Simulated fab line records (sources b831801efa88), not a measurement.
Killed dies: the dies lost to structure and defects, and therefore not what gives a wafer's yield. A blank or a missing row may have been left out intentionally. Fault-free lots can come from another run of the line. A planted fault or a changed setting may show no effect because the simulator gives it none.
Chamber matching	flow gf180mcu	GF_V1_CMP_26 on cmp-02: 4 sister chambers
The step polishes, stops on SiO2, t overpolish 15 s, target thk 0 nm. 18 wafers are shown with their chamber, then 9 later ones without.

## WAFERS WITH THEIR CHAMBER
wafer	chamber	time_to_endpoint_s (s)	motor_current_A (A)	overpolish_run_s (s)
L216.1	1	83	9.3	14.996
L216.2	3	90	9.9	14.977
L216.3	0	82	9.8	15.000
L217.1	0	85	10.1	14.984
L217.3	2	82	11.1	15.002
L217.5	0	82	10.2	15.013
L221.1	1	77	9.6	14.995
L221.2	2	85	10.6	14.993
L221.6	0	76	10.0	15.009
L229.1	0	77	10.3	15.016
L229.3	3	92	10.4	15.001
L229.6	2	85	10.7	15.008
L230.2	3	92	10.4	14.998
L230.3	2	85	10.5	14.993
L230.6	0	84	9.6	15.001
L232.3	1	81	10.2	15.005
L232.5	0	80	10.1	14.996
L232.6	1	81	9.8	15.009

SIGNATURES (means of the wafers above)
reading	chamber 0	chamber 1	chamber 2	chamber 3	scatter within a chamber
time_to_endpoint_s	80.86	80.50	84.25	91.33	2.64
motor_current_A	10.014	9.725	10.725	10.233	0.287
overpolish_run_s	15.00271	15.00125	14.99900	14.99200	0.0099
Rule: distance of a wafer from a chamber = root of the sum over the readings of ((wafer's reading minus chamber's mean) / reading's scatter) squared. The wafer belongs to the nearest chamber; if the next one is less than 2 further off, it can't be placed. How the scatter is found: for the shown wafers, subtract from each reading the mean of its chamber, square and add these, divide the total by (wafers less chambers), then take the root.

## WAFERS MISSING THEIR CHAMBER
wafer	time_to_endpoint_s (s)	motor_current_A (A)	overpolish_run_s (s)
L234.3	86	11.1	15.006
L234.5	82	10.2	14.989
L234.6	82	10.2	14.995
L235.1	80	10.2	15.011
L235.2	85	10.9	15.017
L235.3	89	9.8	14.991
L236.1	92	9.7	15.010
L236.2	85	10.0	15.006
L236.3	87	11.0	14.998

## THE CHAMBER EACH PASSED THROUGH
wafer	from the rows above	in truth
L234.3	2	2
L234.5	can't be placed: 0 or 1 or 2 or 3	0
L234.6	can't be placed: 0 or 1 or 2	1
L235.1	can't be placed: 0 or 1 or 2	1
L235.2	can't be placed: 2 or 0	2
L235.3	can't be placed: 3 or 0 or 1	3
L236.1	can't be placed: 3 or 0 or 1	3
L236.2	can't be placed: 0 or 1 or 2 or 3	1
L236.3	can't be placed: 2 or 3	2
Placed correctly: 1 of 9. Cannot be placed on the basis of these rows: 8; the candidates contain the true chamber in 8. Placed wrongly: 0.
